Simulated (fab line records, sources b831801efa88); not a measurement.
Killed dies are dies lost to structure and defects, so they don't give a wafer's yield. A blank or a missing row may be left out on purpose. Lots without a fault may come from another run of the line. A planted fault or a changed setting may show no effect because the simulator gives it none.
Which tool did it? | flow sfq_line | 15 lots, 44 wafers sampled, at 3 steps of a route of 325

WHAT THE GAUGES READ, wafer by wafer
SFQ_R5_RS_MEAS_933: measures by four-point-probe.
lot  | measured     | on            | R5_MONX_RS (ohm/sq)
L953 | day 47 20:55 | film_metro-03 | 7.17 7.08 7.06
L955 | day 48 02:53 | film_metro-03 | 6.95 6.97 6.92
L956 | day 48 05:53 | film_metro-04 | 7.10 7.12 7.13
L957 | day 48 23:53 | film_metro-03 | 6.91 7.01 6.98
L958 | day 49 01:17 | film_metro-01 | 6.88 6.99 6.93
L959 | day 49 10:19 | film_metro-03 | 6.98 6.83 6.98
L961 | day 49 19:20 | film_metro-01 | 6.97 6.99 6.94
L962 | day 49 22:17 | film_metro-01 | 6.94 7.02 7.06
L963 | day 50 08:56 | film_metro-01 | 6.92 6.99 6.86
L965 | day 51 08:55 | film_metro-03 | 6.95 7.06 10.68
L966 | day 51 14:55 | film_metro-01 | 7.04 6.94 10.89
L969 | day 52 02:56 | film_metro-01 | 10.81 7.11
L972 | day 52 19:56 | film_metro-01 | 7.09 7.26 7.17
L973 | day 52 20:56 | film_metro-03 | 7.01 6.99 7.13
L975 | day 53 08:00 | film_metro-04 | 7.03 7.03 7.13

SFQ_R5_THK_MEAS_934: measures by xrf.
lot  | measured     | on            | R5_MONX_THK (nm)
L953 | day 47 21:01 | film_metro-03 | 40.2 40.6 40.7
L955 | day 48 03:01 | film_metro-03 | 41.7 41.2 41.5
L956 | day 48 06:01 | film_metro-04 | 40.5 40.5 40.1
L957 | day 49 00:01 | film_metro-03 | 41.5 40.8 40.9
L958 | day 49 01:25 | film_metro-01 | 40.8 41.0 41.1
L959 | day 49 10:25 | film_metro-03 | 41.2 42.2 41.0
L961 | day 49 19:26 | film_metro-01 | 40.9 40.8 41.1
L962 | day 49 22:25 | film_metro-01 | 40.9 40.7 40.1
L963 | day 50 09:02 | film_metro-01 | 41.4 41.2 41.4
L965 | day 51 09:01 | film_metro-03 | 41.3 40.6 26.3
L966 | day 51 15:01 | film_metro-01 | 40.7 41.5 25.4
L969 | day 52 03:02 | film_metro-01 | 25.8 40.2
L972 | day 52 20:04 | film_metro-01 | 40.5 39.4 39.9
L973 | day 52 21:02 | film_metro-03 | 41.1 41.2 40.1
L975 | day 53 08:05 | film_metro-04 | 41.1 40.6 40.7

WHICH TOOL RAN EACH LOT (tool, then ch and the chambers of the sampled wafers, then the start)
lot  | SFQ_TRILAYER_R5_DEP_SPUTTER_133
L953 | pvd_sputter-05, day 47 20:49
L955 | pvd_sputter-04, day 48 02:49
L956 | pvd_sputter-05, day 48 05:49
L957 | pvd_sputter-06, day 48 23:49
L958 | pvd_sputter-05, day 49 01:13
L959 | pvd_sputter-04, day 49 10:13
L961 | pvd_sputter-05, day 49 19:13
L962 | pvd_sputter-05, day 49 22:13
L963 | pvd_sputter-04, day 50 08:49
L965 | pvd_sputter-05, day 51 08:49
L966 | pvd_sputter-05, day 51 14:49
L969 | pvd_sputter-05, day 52 02:49
L972 | pvd_sputter-06, day 52 19:52
L973 | pvd_sputter-04, day 52 20:49
L975 | pvd_sputter-06, day 53 07:52
- SFQ_TRILAYER_R5_DEP_SPUTTER_133: material MoNx, target thk 40 nm, time 66.7 s.

WHAT THE TOOLS THEMSELVES READ (means of the sampled wafers that have a number; where no wafer has one, the mark that the record gives instead)
SFQ_TRILAYER_R5_DEP_SPUTTER_133.
lot  | tool           | throttle_valve_pct (%)
L953 | pvd_sputter-05 | 31.0
L955 | pvd_sputter-04 | 29.4
L956 | pvd_sputter-05 | 31.0
L957 | pvd_sputter-06 | 29.6
L958 | pvd_sputter-05 | 29.7
L959 | pvd_sputter-04 | 30.0
L961 | pvd_sputter-05 | 29.3
L962 | pvd_sputter-05 | 29.7
L963 | pvd_sputter-04 | 30.1
L965 | pvd_sputter-05 | 29.7
L966 | pvd_sputter-05 | 28.9
L969 | pvd_sputter-05 | 29.5
L972 | pvd_sputter-06 | 29.6
L973 | pvd_sputter-04 | 29.9
L975 | pvd_sputter-06 | 30.3

THE ANSWER, worked out from the rows above alone
Rule: what is usual is taken from the lots themselves. Put in order of their means at a reading, lots are off if they are a third of the lots or fewer, leave a main group of 4 or more, and stand apart from it by a gap of 3 or more times the standard deviation of the main group's means; of several such gaps the widest counts. A main group whose means are all the same, to the digits that the tables above print for the reading, isn't used. A lot without any number at a reading at which 4 lots or more have one is off too. The other lots that the step has rows for count as sound. The gauges are gone through in route order, then the tools' own readings, and for those a lot's mean is taken as printed above. The first step at which some lot is off is used, and at that step the reading that is off furthest; a lot without a number counts as furthest.
Off: L965, L966, L969, at SFQ_R5_RS_MEAS_933 (R5_MONX_RS). The main group: mean 7.01 ohm/sq, standard deviation 0.081.
A tool fits if, at a process step before that reading, it ran every lot that is off, and no sound lot after the first of them. The gauges at SFQ_R5_RS_MEAS_933 are tried like those tools. One fits: pvd_sputter-05 at SFQ_TRILAYER_R5_DEP_SPUTTER_133. Its last sound lot is L962 (day 49 22:13), its first lot that is off L965 (day 51 08:49): a fault that began between those two fits.

WHAT THE SIMULATOR HAD PUT IN
Process parameter drift: pvd_sputter-05, from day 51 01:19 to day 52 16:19, at SFQ_TRILAYER_R5_DEP_SPUTTER_133. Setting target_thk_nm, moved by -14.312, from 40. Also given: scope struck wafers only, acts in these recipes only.
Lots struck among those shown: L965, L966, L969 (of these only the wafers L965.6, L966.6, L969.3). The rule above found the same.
